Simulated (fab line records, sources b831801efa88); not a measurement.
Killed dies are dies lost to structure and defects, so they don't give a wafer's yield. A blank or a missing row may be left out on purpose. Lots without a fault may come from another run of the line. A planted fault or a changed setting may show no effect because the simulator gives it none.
fab line records | flow sky130
record lots=5 wafers=15 last_day=51
route steps=708 shown POLY_CUT@315 SD_P@320 RES_XHIGH@332 SD_N@342
lots that met no fault: from a run of the same line without faults
start_h: hours from the record's first day to the start of the lot's first wafer shown | wait_h: hours since the lot's step before | " the same as in the row above | L1.1+2: a row that stands for several wafers | - no value, or no start given | * or withheld: withheld | < > ~ a bound
route shown NAME@n: a module of which the file shows steps, and the number in the route of the first | usual: mean/standard deviation of fault-free wafers | same: alike in all rows | chamber/n: place in a boat | sites: the reading at each site | _std_site: their standard deviation | _edge_site: outer sites' mean less inner sites' | radius_mm: how far each site lies from the wafer's centre | mask NAME#n: copy n | behind: the tool/chamber that last shaped the wafer | hold: why the lot was held/for how many hours/how that ended | device: the transistor (n, p or np) that didn't switch | end of line: the same wafers' tests at the end of the route | a step without rows: its recipe alone | killed: dies lost to structure and defects at the first sort, not the wafer's yield | map: a wafer's dies, x killed, . not, _ none there
set.NAME: the setting as run; set.NAME@STEP: as run at that earlier step | model.NAME: the simulator's own value behind a step, which no gauge read
lots at some steps of the route; a table a step, a row a wafer
services: from which hour (start_h, from the record's first day; less than 0 if before it) a tool's chamber was out of use, for how many hours, and why
## steps
# step SKY_POLY_CUT_CD_MEAS_08
# recipe target_cd_nm=270
# usual cd_nm=270.7/1.5
# columns lot.wafer tool chamber start_h wait_h cd_nm
L074.2 cd_sem-01 - 578.87 - 273.8
L074.4 " - " " 273.1
L074.5 " - " " 273.1
L081.3 cd_sem-02 - 640.94 - 270.0
L081.4 " - " " 269.3
L081.6 " - " " 270.4
L082.1 cd_sem-02 - 659.91 - 272.7
L082.2 " - " " 272.5
L082.5 " - " " 273.2
L083.1 cd_sem-02 - 665.60 - 271.2
L083.2 " - " " 271.7
L083.3 " - " " 271.2
L097.1 cd_sem-02 - 770.38 - 270.1
L097.4 " - " " 271.6
L097.6 " - " " 270.0
# step SKY_POLY_CUT_OVL_MEAS_09
# usual POLY_CUT_OVL=3/5.6
# columns lot.wafer tool chamber start_h wait_h POLY_CUT_OVL[nm]
L074.2 overlay-01 - 578.98 0.1 -3
L074.4 " - " " -2
L074.5 " - " " 3
L081.3 overlay-02 - 641.03 0.1 10
L081.4 " - " " 7
L081.6 " - " " 12
L082.1 overlay-02 - 660.03 0.1 6
L082.2 " - " " 1
L082.5 " - " " 5
L083.1 overlay-02 - 665.72 0.1 1
L083.2 " - " " 7
L083.3 " - " " 4
L097.1 overlay-01 - 770.50 0.1 -4
L097.4 " - " " -2
L097.6 " - " " 0
# step SKY_POLY_CUT_ETCH_10
# recipe chemistry=N2/H2 target=BARC ion_energy_ev=200 source_w=500 bias_w=100 pressure_mtorr=30 n2_flow_sccm=100 h2_flow_sccm=200 stop_on=SiO2 time_s=45.9 target_depth_a=600
# usual drypump_motor_current_A=6.0/0.52 oes_product_au=0.855/0.0046 throttle_valve_pct=13.225/0.0093
# columns lot.wafer tool chamber start_h wait_h drypump_motor_current_A oes_product_au rf_hours_counter_h throttle_valve_pct
L074.2 rie_diel-01 2 579.01 0.0 6.2 0.850 66 13.234
L074.4 " 3 " " 6.3 0.861 - 13.215
L074.5 " 2 " " 6.2 0.851 - 13.221
L081.3 rie_diel-03 2 641.06 0.0 5.6 0.855 13 13.243
L081.4 " 3 " " 5.2 0.853 9 13.215
L081.6 " 2 " " 5.6 0.854 - 13.202
L082.1 rie_diel-01 0 660.07 0.0 5.9 0.864 3 13.218
L082.2 " 3 " " 6.3 0.855 3 13.228
L082.5 " 3 " " 6.3 0.856 - 13.228
L083.1 rie_diel-04 0 665.76 0.0 6.7 0.854 10 13.219
L083.2 " 2 " " 6.5 0.854 7 13.213
L083.3 " 3 " " 5.0 0.859 31 13.204
L097.1 rie_diel-01 0 770.54 0.0 5.9 0.861 7 13.233
L097.4 " 1 " " 5.8 0.851 19 13.227
L097.6 " 0 " " 5.8 0.850 - 13.226
# step SKY_POLY_CUT_ETCH_11
# recipe target=Si3N4 chemistry=CF4/CH2F2/Ar stop_on=poly-Si source_w=600 bias_w=150 pressure_mtorr=40 cf4_flow_sccm=40 ch2f2_flow_sccm=20 Ar_flow_sccm=150 time_s=42.5 target_depth_a=600
# usual drypump_motor_current_A=6.0/0.52 oes_product_au=0.831/0.0057 throttle_valve_pct=14.994/0.0079
# columns lot.wafer tool chamber start_h wait_h drypump_motor_current_A oes_product_au rf_hours_counter_h throttle_valve_pct
L074.2 rie_diel-01 2 579.05 0.0 6.2 0.836 66 14.984
L074.4 " 3 " " 6.3 0.830 - 14.974
L074.5 " 2 " " 6.2 0.832 - 15.007
L081.3 rie_diel-03 2 641.10 0.0 5.6 0.834 13 14.993
L081.4 " 3 " " 5.1 0.834 9 15.000
L081.6 " 2 " " 5.6 0.830 - 14.989
L082.1 rie_diel-01 0 660.11 0.0 5.9 0.821 3 14.998
L082.2 " 3 " " 6.3 0.827 3 14.995
L082.5 " 3 " " 6.3 0.833 - 15.000
L083.1 rie_diel-04 0 665.80 0.0 6.7 0.834 10 14.999
L083.2 " 2 " " 6.5 0.832 7 14.996
L083.3 " 3 " " 4.9 0.839 31 15.005
L097.1 rie_diel-01 0 770.58 0.0 5.9 0.832 7 15.016
L097.4 " 1 " " 5.8 0.835 19 15.008
L097.6 " 0 " " 5.9 0.839 - 14.995
# step SKY_POLY_CUT_STRIP_12
# recipe chemistry=O2/N2 power_w=1400 pressure_mtorr=1500 platen_temp_c=withheld o2_flow_sccm=3000 n2_flow_sccm=300 overash_fraction=0.5
# usual drypump_motor_current_A=5.7/0.54 oes_product_au=0.451/0.0047 strip_time_to_endpoint_s=5.356/0.017
# columns lot.wafer tool chamber start_h wait_h drypump_motor_current_A oes_product_au rf_hours_counter_h strip_time_to_endpoint_s
L074.2 plasma_asher-01 0 579.09 0.0 5.4 0.449 14 5.391
L074.4 " 1 " " 6.2 0.461 - 5.380
L074.5 " 1 " " 6.2 0.445 - 5.389
L081.3 plasma_asher-02 1 641.17 0.1 4.7 0.451 - 5.355
L081.4 " 0 " " 6.2 0.455 - 5.371
L081.6 " 1 " " 4.7 0.446 - 5.347
L082.1 plasma_asher-02 1 660.15 0.0 4.7 0.460 98 5.359
L082.2 " 0 " " 6.2 0.448 98 5.353
L082.5 " 1 " " 4.7 0.450 - 5.371
L083.1 plasma_asher-02 0 665.84 0.0 6.2 0.449 99 5.339
L083.2 " 1 " " 4.7 0.459 99 5.364
L083.3 " 0 " " 6.2 0.448 - 5.362
L097.1 plasma_asher-01 0 770.72 0.1 5.4 0.454 34 5.326
L097.4 " 1 " " 6.2 0.450 - 5.350
L097.6 " 1 " " 6.2 0.450 - 5.351
# step SKY_SD_P_DEHYDRATE_00
# recipe temp_c=200 time_s=60
# columns lot.wafer tool chamber start_h wait_h
L074.2+4+5 litho_track-01 0 593.67 14.5
L081.3+4+6 litho_track-01 0 655.84 14.6
L082.1+2+5 litho_track-01 0 674.99 14.8
L083.1+2+3 litho_track-03 0 679.66 13.8
L097.1+4+6 litho_track-03 0 784.31 13.6
# step SKY_SD_P_HMDS_01
# recipe prime_time_s=60 prime_temp_c=120
# usual prime_temp_c=119.98/0.13
# columns lot.wafer tool chamber start_h wait_h prime_temp_c
L074.2 litho_track-01 0 593.82 0.1 119.89
L074.4 " 0 " " 119.87
L074.5 " 0 " " 120.00
L081.3 litho_track-01 0 655.99 0.1 120.07
L081.4 " 0 " " 120.21
L081.6 " 0 " " 120.04
L082.1 litho_track-01 0 675.14 0.1 119.97
L082.2 " 0 " " 120.15
L082.5 " 0 " " 119.78
L083.1 litho_track-03 0 679.81 0.1 120.16
L083.2 " 0 " " 120.18
L083.3 " 0 " " 120.22
L097.1 litho_track-03 0 784.46 0.1 119.96
L097.4 " 0 " " 120.18
L097.6 " 0 " " 120.03
# step SKY_SD_P_COAT_02
# recipe resist=NOVOLAK spin_rpm=3000 resist_thk_nm=1140
# columns lot.wafer tool chamber start_h wait_h
L074.2+4+5 litho_track-01 0 593.97 0.1
L081.3+4+6 litho_track-01 0 656.14 0.1
L082.1+2+5 litho_track-01 0 675.29 0.1
L083.1+2+3 litho_track-03 0 679.96 0.1
L097.1+4+6 litho_track-03 0 784.61 0.1
# step SKY_SD_P_SOFTBAKE_03
# recipe temp_c=90 time_s=60 resist=NOVOLAK
# columns lot.wafer tool chamber start_h wait_h
L074.2+4+5 litho_track-01 0 594.12 0.1
L081.3+4+6 litho_track-01 0 656.29 0.1
L082.1+2+5 litho_track-01 0 675.44 0.1
L083.1+2+3 litho_track-03 0 680.11 0.1
L097.1+4+6 litho_track-03 0 784.76 0.1
# step SKY_SD_P_EXPOSE_04
# recipe mask_id=PSDM na=0.6 source_shape=conventional sigma_outer=0.6 polarization=unpolarized target_cd_nm=380 dose_mj=138
# same na=0.6
# columns lot.wafer tool chamber start_h wait_h mask
L074.2+4+5 iline_stepper-01 0 - - PSDM#0
L081.3+4+6 iline_stepper-01 0 - - PSDM#0
L082.1+2+5 iline_stepper-01 0 - - PSDM#0
L083.1+2+3 iline_stepper-01 0 - - PSDM#0
L097.1+4+6 iline_stepper-02 0 - - PSDM#0
# step SKY_SD_P_PEB_05
# recipe temp_c=withheld time_s=* resist=NOVOLAK
# columns lot.wafer tool chamber start_h wait_h
L074.2+4+5 litho_track-04 0 - -
L081.3+4+6 litho_track-03 0 - -
L082.1+2+5 litho_track-04 0 - -
L083.1+2+3 litho_track-04 0 - -
L097.1+4+6 litho_track-04 0 - -
# step SKY_SD_P_DEVELOP_06
# recipe resist=NOVOLAK developer=TMAH develop_time_s=60 dev_temp_c=23
# same develop_time_s=60
# columns lot.wafer tool chamber start_h wait_h
L074.2+4+5 litho_track-04 0 609.71 0.1
L081.3+4+6 litho_track-03 0 671.06 0.1
L082.1+2+5 litho_track-04 0 689.73 0.1
L083.1+2+3 litho_track-04 0 695.63 0.1
L097.1+4+6 litho_track-04 0 798.73 0.1
# step SKY_SD_P_CD_MEAS_07
# recipe target_cd_nm=380
# usual cd_nm=379.9/2.7
# columns lot.wafer tool chamber start_h wait_h cd_nm
L074.2 cd_sem-02 - 609.85 0.1 379.4
L074.4 " - " " 379.2
L074.5 " - " " 376.4
L081.3 cd_sem-02 - 671.20 0.1 376.3
L081.4 " - " " 377.4
L081.6 " - " " 376.9
L082.1 cd_sem-01 - 689.88 0.1 378.5
L082.2 " - " " 381.5
L082.5 " - " " 380.7
L083.1 cd_sem-02 - 695.78 0.1 376.4
L083.2 " - " " 377.4
L083.3 " - " " 377.9
L097.1 cd_sem-02 - 798.88 0.1 380.3
L097.4 " - " " 379.6
L097.6 " - " " 381.3
# step SKY_SD_P_OVL_MEAS_08
# usual SD_P_OVL=-0.2/1.4
# columns lot.wafer tool chamber start_h wait_h SD_P_OVL[nm]
L074.2 overlay-02 - 609.96 0.1 -1.6
L074.4 " - " " 0.4
L074.5 " - " " 1.2
L081.3 overlay-01 - 671.29 0.1 0.9
L081.4 " - " " 0.1
L081.6 " - " " 0.7
L082.1 overlay-01 - 690.00 0.1 1.9
L082.2 " - " " -1.2
L082.5 " - " " -1.9
L083.1 overlay-01 - 695.90 0.1 -3.2
L083.2 " - " " -3.1
L083.3 " - " " -0.2
L097.1 overlay-01 - 799.00 0.1 -1.9
L097.4 " - " " -2.1
L097.6 " - " " -1.5
# step SKY_SD_P_IMPLANT_09
# recipe species=BF2 energy_kev=20 dose_cm2=3e+15 tilt_deg=0
# usual tilt_deg=0.002/0.021
# columns lot.wafer tool chamber start_h wait_h tilt_deg
L074.2 implanter-04 0 610.01 0.0 -0.028
L074.4 " 0 " " -0.010
L074.5 " 0 " " -0.013
L081.3 implanter-03 0 671.37 0.1 -0.005
L081.4 " 0 " " 0.004
L081.6 " 0 " " 0.008
L082.1 implanter-03 0 690.04 0.0 0.009
L082.2 " 0 " " -0.037
L082.5 " 0 " " -0.038
L083.1 implanter-04 0 695.94 0.0 0.042
L083.2 " 0 " " -0.003
L083.3 " 0 " " 0.027
L097.1 implanter-02 0 799.04 0.0 -0.005
L097.4 " 0 " " 0.000
L097.6 " 0 " " 0.020
# step SKY_SD_P_STRIP_10
# recipe chemistry=O2/N2 power_w=1400 pressure_mtorr=1500 platen_temp_c=withheld o2_flow_sccm=3000 n2_flow_sccm=300 overash_fraction=0.5
# usual drypump_motor_current_A=5.8/0.58 oes_product_au=0.617/0.0044 strip_time_to_endpoint_s=17.48/0.039
# columns lot.wafer tool chamber start_h wait_h drypump_motor_current_A oes_product_au rf_hours_counter_h strip_time_to_endpoint_s
L074.2 plasma_asher-02 0 610.14 0.1 6.2 0.619 93 17.55
L074.4 " 1 " " 4.7 0.623 - 17.49
L074.5 " 1 " " 4.7 0.627 - 17.50
L081.3 plasma_asher-04 1 671.50 0.1 6.5 0.614 - 17.54
L081.4 " 0 " " 5.9 0.616 - 17.52
L081.6 " 0 " " 5.9 0.621 - 17.51
L082.1 plasma_asher-01 0 690.19 0.1 5.4 0.621 25 17.43
L082.2 " 1 " " 6.2 0.619 25 17.45
L082.5 " 1 " " 6.2 0.611 - 17.42
L083.1 plasma_asher-02 1 696.09 0.1 4.7 0.624 101 17.47
L083.2 " 0 " " 6.2 0.623 101 17.51
L083.3 " 1 " " 4.7 0.617 - 17.44
L097.1 plasma_asher-01 0 799.19 0.1 5.4 0.631 38 17.49
L097.4 " 1 " " 6.2 0.621 - 17.49
L097.6 " 1 " " 6.2 0.617 - 17.49
# step SKY_SD_P_TW_MEAS_11
# usual SD_P_TW=2826/17
# columns lot.wafer tool chamber start_h wait_h SD_P_TW
L074.2 film_metro-03 - 610.25 0.1 2809
L074.4 " - " " 2784
L074.5 " - " " 2806
L081.3 film_metro-02 - 671.59 0.1 2849
L081.4 " - " " 2832
L081.6 " - " " 2836
L082.1 film_metro-03 - 690.29 0.1 2811
L082.2 " - " " 2822
L082.5 " - " " 2821
L083.1 film_metro-01 - 696.19 0.1 2788
L083.2 " - " " 2814
L083.3 " - " " 2804
L097.1 film_metro-02 - 799.29 0.1 2838
L097.4 " - " " 2833
L097.6 " - " " 2846
# step SKY_RES_XHIGH_DEHYDRATE_00
# recipe temp_c=200 time_s=60
# columns lot.wafer tool chamber start_h wait_h
L074.2+4+5 litho_track-03 0 625.14 14.9
L081.3+4+6 litho_track-03 0 685.76 14.2
L082.1+2+5 litho_track-01 0 705.79 15.5
L083.1+2+3 litho_track-02 0 710.55 14.4
L097.1+4+6 litho_track-02 0 811.60 12.3
# step SKY_RES_XHIGH_HMDS_01
# recipe prime_time_s=60 prime_temp_c=120
# usual prime_temp_c=120.01/0.14
# columns lot.wafer tool chamber start_h wait_h prime_temp_c
L074.2 litho_track-03 0 625.29 0.1 119.97
L074.4 " 0 " " 120.14
L074.5 " 0 " " 120.25
L081.3 litho_track-03 0 685.91 0.1 120.09
L081.4 " 0 " " 120.09
L081.6 " 0 " " 120.22
L082.1 litho_track-01 0 705.94 0.1 120.30
L082.2 " 0 " " 120.04
L082.5 " 0 " " 120.10
L083.1 litho_track-02 0 710.70 0.1 119.93
L083.2 " 0 " " 120.15
L083.3 " 0 " " 119.86
L097.1 litho_track-02 0 811.75 0.1 120.18
L097.4 " 0 " " 120.20
L097.6 " 0 " " 120.02
# step SKY_RES_XHIGH_COAT_02
# recipe resist=NOVOLAK spin_rpm=3000 resist_thk_nm=1140
# columns lot.wafer tool chamber start_h wait_h
L074.2+4+5 litho_track-03 0 625.44 0.1
L081.3+4+6 litho_track-03 0 686.06 0.1
L082.1+2+5 litho_track-01 0 706.09 0.1
L083.1+2+3 litho_track-02 0 710.85 0.1
L097.1+4+6 litho_track-02 0 811.90 0.1
# step SKY_RES_XHIGH_SOFTBAKE_03
# recipe temp_c=90 time_s=60 resist=NOVOLAK
# columns lot.wafer tool chamber start_h wait_h
L074.2+4+5 litho_track-03 0 625.59 0.1
L081.3+4+6 litho_track-03 0 686.21 0.1
L082.1+2+5 litho_track-01 0 706.24 0.1
L083.1+2+3 litho_track-02 0 711.00 0.1
L097.1+4+6 litho_track-02 0 812.05 0.1
# step SKY_RES_XHIGH_EXPOSE_04
# recipe mask_id=URPM na=0.6 source_shape=conventional sigma_outer=0.6 polarization=unpolarized target_cd_nm=1270 dose_mj=140
# same na=0.6
# columns lot.wafer tool chamber start_h wait_h mask
L074.2+4+5 iline_stepper-02 0 - - URPM#0
L081.3+4+6 iline_stepper-01 0 - - URPM#0
L082.1+2+5 iline_stepper-01 0 - - URPM#0
L083.1+2+3 iline_stepper-01 0 - - URPM#0
L097.1+4+6 iline_stepper-01 0 - - URPM#0
# step SKY_RES_XHIGH_PEB_05
# recipe temp_c=withheld time_s=* resist=NOVOLAK
# columns lot.wafer tool chamber start_h wait_h
L074.2+4+5 litho_track-03 0 - -
L081.3+4+6 litho_track-01 0 - -
L082.1+2+5 litho_track-02 0 - -
L083.1+2+3 litho_track-01 0 - -
L097.1+4+6 litho_track-02 0 - -
# step SKY_RES_XHIGH_DEVELOP_06
# recipe resist=NOVOLAK developer=TMAH develop_time_s=60 dev_temp_c=23
# same develop_time_s=60
# columns lot.wafer tool chamber start_h wait_h
L074.2+4+5 litho_track-03 0 641.64 0.1
L081.3+4+6 litho_track-01 0 700.89 0.1
L082.1+2+5 litho_track-02 0 720.30 0.1
L083.1+2+3 litho_track-01 0 726.19 0.1
L097.1+4+6 litho_track-02 0 824.35 0.1
# step SKY_RES_XHIGH_IMPLANT_07
# recipe species=BF2 energy_kev=20 dose_cm2=3.6e+14 tilt_deg=0
# usual tilt_deg=0.000/0.018
# columns lot.wafer tool chamber start_h wait_h tilt_deg
L074.2 implanter-03 0 641.79 0.1 0.024
L074.4 " 0 " " -0.018
L074.5 " 0 " " 0.018
L081.3 implanter-01 0 701.04 0.1 0.007
L081.4 " 0 " " -0.006
L081.6 " 0 " " 0.001
L082.1 implanter-02 0 720.45 0.1 0.034
L082.2 " 0 " " 0.012
L082.5 " 0 " " 0.058
L083.1 implanter-02 0 726.34 0.1 0.015
L083.2 " 0 " " 0.008
L083.3 " 0 " " 0.017
L097.1 implanter-03 0 824.50 0.1 -0.008
L097.4 " 0 " " 0.000
L097.6 " 0 " " -0.018
# step SKY_RES_XHIGH_STRIP_08
# recipe chemistry=O2/N2 power_w=1400 pressure_mtorr=1500 platen_temp_c=withheld o2_flow_sccm=3000 n2_flow_sccm=300 overash_fraction=0.5
# usual drypump_motor_current_A=6.0/0.39 oes_product_au=0.711/0.0047 strip_time_to_endpoint_s=14.27/0.037
# columns lot.wafer tool chamber start_h wait_h drypump_motor_current_A oes_product_au rf_hours_counter_h strip_time_to_endpoint_s
L074.2 plasma_asher-01 0 641.91 0.1 5.4 0.713 21 14.25
L074.4 " 0 " " 5.4 0.706 - 14.20
L074.5 " 1 " " 6.2 0.710 - 14.23
L081.3 plasma_asher-01 1 701.18 0.1 6.2 0.709 - 14.32
L081.4 " 0 " " 5.4 0.704 - 14.33
L081.6 " 0 " " 5.4 0.713 - 14.33
L082.1 plasma_asher-01 1 720.60 0.1 6.2 0.709 28 14.20
L082.2 " 0 " " 5.4 0.709 28 14.23
L082.5 " 0 " " 5.4 0.711 - 14.26
L083.1 plasma_asher-01 0 726.49 0.1 5.4 0.707 29 14.31
L083.2 " 1 " " 6.2 0.707 29 14.28
L083.3 " 1 " " 6.2 0.722 - 14.28
L097.1 plasma_asher-04 1 824.65 0.1 6.4 0.708 97 14.25
L097.4 " 0 " " 5.9 0.715 - 14.28
L097.6 " 1 " " 6.5 0.707 - 14.29
# step SKY_RES_XHIGH_TW_MEAS_09
# usual RES_XHIGH_TW=1638/9.7
# columns lot.wafer tool chamber start_h wait_h RES_XHIGH_TW
L074.2 film_metro-02 - 642.02 0.1 1641
L074.4 " - " " 1657
L074.5 " - " " 1638
L081.3 film_metro-02 - 701.26 0.1 1653
L081.4 " - " " 1652
L081.6 " - " " 1641
L082.1 film_metro-02 - 720.70 0.1 1641
L082.2 " - " " 1642
L082.5 " - " " 1640
L083.1 film_metro-03 - 726.59 0.1 1634
L083.2 " - " " 1635
L083.3 " - " " 1639
L097.1 film_metro-01 - 824.75 0.1 1627
L097.4 " - " " 1621
L097.6 " - " " 1617
# step SKY_SD_N_DEHYDRATE_00
# recipe temp_c=200 time_s=60
# columns lot.wafer tool chamber start_h wait_h
L074.2+4+5 litho_track-04 0 656.71 14.7
L081.3+4+6 litho_track-04 0 716.38 15.1
L082.1+2+5 litho_track-02 0 735.75 15.0
L083.1+2+3 litho_track-01 0 741.59 15.0
L097.1+4+6 litho_track-04 0 837.53 12.8
# step SKY_SD_N_HMDS_01
# recipe prime_time_s=60 prime_temp_c=120
# usual prime_temp_c=120.00/0.13
# columns lot.wafer tool chamber start_h wait_h prime_temp_c
L074.2 litho_track-04 0 656.86 0.1 119.96
L074.4 " 0 " " 119.87
L074.5 " 0 " " 119.59
L081.3 litho_track-04 0 716.53 0.1 120.09
L081.4 " 0 " " 120.21
L081.6 " 0 " " 120.20
L082.1 litho_track-02 0 735.90 0.1 119.91
L082.2 " 0 " " 119.94
L082.5 " 0 " " 119.86
L083.1 litho_track-01 0 741.74 0.1 120.20
L083.2 " 0 " " 120.21
L083.3 " 0 " " 120.19
L097.1 litho_track-04 0 837.68 0.1 119.82
L097.4 " 0 " " 119.85
L097.6 " 0 " " 119.95
# step SKY_SD_N_COAT_02
# recipe resist=NOVOLAK spin_rpm=3000 resist_thk_nm=1140
# columns lot.wafer tool chamber start_h wait_h
L074.2+4+5 litho_track-04 0 657.01 0.1
L081.3+4+6 litho_track-04 0 716.68 0.1
L082.1+2+5 litho_track-02 0 736.05 0.1
L083.1+2+3 litho_track-01 0 741.89 0.1
L097.1+4+6 litho_track-04 0 837.83 0.1
# step SKY_SD_N_SOFTBAKE_03
# recipe temp_c=90 time_s=60 resist=NOVOLAK
# columns lot.wafer tool chamber start_h wait_h
L074.2+4+5 litho_track-04 0 657.16 0.1
L081.3+4+6 litho_track-04 0 716.83 0.1
L082.1+2+5 litho_track-02 0 736.20 0.1
L083.1+2+3 litho_track-01 0 742.04 0.1
L097.1+4+6 litho_track-04 0 837.98 0.1
# step SKY_SD_N_EXPOSE_04
# recipe mask_id=NSDM na=0.6 source_shape=conventional sigma_outer=0.6 polarization=unpolarized target_cd_nm=380 dose_mj=141
# same na=0.6
# columns lot.wafer tool chamber start_h wait_h mask
L074.2+4+5 iline_stepper-02 0 - - NSDM#0
L081.3+4+6 iline_stepper-01 0 - - NSDM#0
L082.1+2+5 iline_stepper-02 0 - - NSDM#0
L083.1+2+3 iline_stepper-01 0 - - NSDM#0
L097.1+4+6 iline_stepper-02 0 - - NSDM#0
# step SKY_SD_N_PEB_05
# recipe temp_c=withheld time_s=* resist=NOVOLAK
# columns lot.wafer tool chamber start_h wait_h
L074.2+4+5 litho_track-02 0 - -
L081.3+4+6 litho_track-04 0 - -
L082.1+2+5 litho_track-04 0 - -
L083.1+2+3 litho_track-02 0 - -
L097.1+4+6 litho_track-02 0 - -
# step SKY_SD_N_DEVELOP_06
# recipe resist=NOVOLAK developer=TMAH develop_time_s=60 dev_temp_c=23
# same develop_time_s=60
# columns lot.wafer tool chamber start_h wait_h
L074.2+4+5 litho_track-02 0 672.98 0.1
L081.3+4+6 litho_track-04 0 732.03 0.1
L082.1+2+5 litho_track-04 0 751.08 0.1
L083.1+2+3 litho_track-02 0 757.25 0.1
L097.1+4+6 litho_track-02 0 851.25 0.1
# step SKY_SD_N_CD_MEAS_07
# recipe target_cd_nm=380
# usual cd_nm=379.9/2.3
# columns lot.wafer tool chamber start_h wait_h cd_nm
L074.2 cd_sem-02 - 673.12 0.1 381.6
L074.4 " - " " 380.2
L074.5 " - " " 380.8
L081.3 cd_sem-01 - 732.17 0.1 375.2
L081.4 " - " " 375.9
L081.6 " - " " 378.5
L082.1 cd_sem-02 - 751.28 0.2 379.4
L082.2 " - " " 379.2
L082.5 " - " " 381.6
L083.1 cd_sem-01 - 757.40 0.1 379.2
L083.2 " - " " 378.0
L083.3 " - " " 379.9
L097.1 cd_sem-01 - 851.40 0.1 380.8
L097.4 " - " " 377.1
L097.6 " - " " 380.1
# step SKY_SD_N_OVL_MEAS_08
# usual SD_N_OVL=0.9/1.6
# columns lot.wafer tool chamber start_h wait_h SD_N_OVL[nm]
L074.2 overlay-01 - 673.23 0.1 2.0
L074.4 " - " " 0.3
L074.5 " - " " 0.9
L081.3 overlay-01 - 732.26 0.1 0.5
L081.4 " - " " -0.6
L081.6 " - " " -0.5
L082.1 overlay-01 - 751.40 0.1 1.4
L082.2 " - " " -1.6
L082.5 " - " " 0.2
L083.1 overlay-02 - 757.52 0.1 2.3
L083.2 " - " " 1.3
L083.3 " - " " 1.1
L097.1 overlay-01 - 851.52 0.1 0.1
L097.4 " - " " 1.6
L097.6 " - " " 1.0
# step SKY_SD_N_IMPLANT_09
# recipe species=As energy_kev=50 dose_cm2=4e+15 tilt_deg=0
# usual tilt_deg=0.002/0.023
# columns lot.wafer tool chamber start_h wait_h tilt_deg
L074.2 implanter-02 0 673.28 0.0 -0.008
L074.4 " 0 " " -0.025
L074.5 " 0 " " -0.024
L081.3 implanter-04 0 732.34 0.1 0.041
L081.4 " 0 " " 0.012
L081.6 " 0 " " 0.005
L082.1 implanter-04 0 751.44 0.0 0.017
L082.2 " 0 " " 0.033
L082.5 " 0 " " 0.025
L083.1 implanter-01 0 757.56 0.0 0.004
L083.2 " 0 " " -0.011
L083.3 " 0 " " -0.015
L097.1 implanter-02 0 851.56 0.0 0.031
L097.4 " 0 " " -0.003
L097.6 " 0 " " 0.030
# step SKY_SD_N_IMPLANT_10
# recipe species=P energy_kev=20 dose_cm2=1e+14 tilt_deg=0
# usual tilt_deg=-0.004/0.021
# columns lot.wafer tool chamber start_h wait_h tilt_deg
L074.2 implanter-02 0 673.43 0.1 -0.011
L074.4 " 0 " " -0.047
L074.5 " 0 " " 0.016
L081.3 implanter-04 0 732.49 0.1 0.003
L081.4 " 0 " " -0.001
L081.6 " 0 " " -0.026
L082.1 implanter-04 0 751.59 0.1 0.022
L082.2 " 0 " " 0.003
L082.5 " 0 " " 0.055
L083.1 implanter-01 0 757.71 0.1 -0.003
L083.2 " 0 " " -0.008
L083.3 " 0 " " -0.003
L097.1 implanter-02 0 851.71 0.1 -0.037
L097.4 " 0 " " -0.012
L097.6 " 0 " " -0.022
# step SKY_SD_N_STRIP_11
# recipe chemistry=O2/N2 power_w=1400 pressure_mtorr=1500 platen_temp_c=withheld o2_flow_sccm=3000 n2_flow_sccm=300 overash_fraction=0.5
# usual drypump_motor_current_A=5.9/0.48 oes_product_au=0.528/0.0046 strip_time_to_endpoint_s=22.55/0.047
# columns lot.wafer tool chamber start_h wait_h drypump_motor_current_A oes_product_au rf_hours_counter_h strip_time_to_endpoint_s
L074.2 plasma_asher-03 0 673.56 0.1 5.6 0.529 53 22.54
L074.4 " 0 " " 5.6 0.526 - 22.57
L074.5 " 1 " " 6.2 0.525 - 22.55
L081.3 plasma_asher-03 0 732.62 0.1 5.6 0.528 - 22.52
L081.4 " 1 " " 6.3 0.526 - 22.50
L081.6 " 0 " " 5.6 0.524 - 22.53
L082.1 plasma_asher-04 0 751.74 0.1 5.9 0.534 87 22.55
L082.2 " 1 " " 6.5 0.523 87 22.54
L082.5 " 0 " " 5.9 0.533 - 22.56
L083.1 plasma_asher-03 1 757.86 0.1 6.3 0.530 61 22.46
L083.2 " 0 " " 5.6 0.528 61 22.51
L083.3 " 1 " " 6.3 0.533 - 22.47
L097.1 plasma_asher-03 0 851.86 0.1 5.6 0.531 71 22.63
L097.4 " 1 " " 6.2 0.532 - 22.62
L097.6 " 0 " " 5.6 0.531 - 22.66
# step SKY_SD_N_TW_MEAS_12
# usual SD_N_TW=3977/23
# columns lot.wafer tool chamber start_h wait_h SD_N_TW
L074.2 film_metro-01 - 673.67 0.1 3998
L074.4 " - " " 3982
L074.5 " - " " 3975
L081.3 film_metro-03 - 732.71 0.1 3978
L081.4 " - " " 4002
L081.6 " - " " 3956
L082.1 film_metro-02 - 751.84 0.1 4006
L082.2 " - " " 4007
L082.5 " - " " 4003
L083.1 film_metro-02 - 757.96 0.1 4008
L083.2 " - " " 4006
L083.3 " - " " 4018
L097.1 film_metro-02 - 851.96 0.1 4018
L097.4 " - " " 4002
L097.6 " - " " 4033
# step SKY_SD_N_CLEAN_13
# recipe chemistry=SC1/SC2 mix=1:4:20 temp_c=70 time_s=150 dry=n2_spin
# columns lot.wafer tool chamber start_h wait_h
L074.2+4+5 wet_bench-02 0 673.72 0.0
L081.3+4+6 wet_bench-04 3 732.75 0.0
L082.1+2+5 wet_bench-03 0 751.90 0.1
L083.1+2+3 wet_bench-02 2 758.02 0.1
L097.1+4+6 wet_bench-02 1 852.02 0.1
## services
# columns tool chamber start_h hours kind
iline_stepper-02 - 557.53 3.4 repair
rie_diel-01 0 562.49 1.9 repair
implanter-03 - 570.06 2.1 repair
plasma_asher-03 - 577.25 0.3 repair
iline_stepper-01 - 582.53 2.9 repair
iline_stepper-01 - 597.68 1.7 pm
implanter-03 - 604.77 9.3 repair
implanter-03 - 614.10 4.5 pm
plasma_asher-01 - 646.88 2.3 repair
plasma_asher-03 - 654.46 1.9 repair
iline_stepper-02 - 673.71 11.0 repair
rie_diel-01 2 679.42 4.8 repair
plasma_asher-02 - 685.75 4.7 repair
implanter-03 - 694.30 5.9 repair
plasma_asher-03 - 725.99 1.6 repair
plasma_asher-02 - 733.75 9.0 pm
iline_stepper-02 - 744.04 1.7 pm
plasma_asher-02 - 766.30 76.3 repair
iline_stepper-01 - 768.32 5.7 repair
implanter-02 - 790.55 4.2 pm
implanter-02 - 795.32 2.7 repair
iline_stepper-01 - 815.86 1.7 pm
plasma_asher-02 - 845.56 7.7 repair
rie_diel-01 2 847.22 11.1 repair
## key
fault none
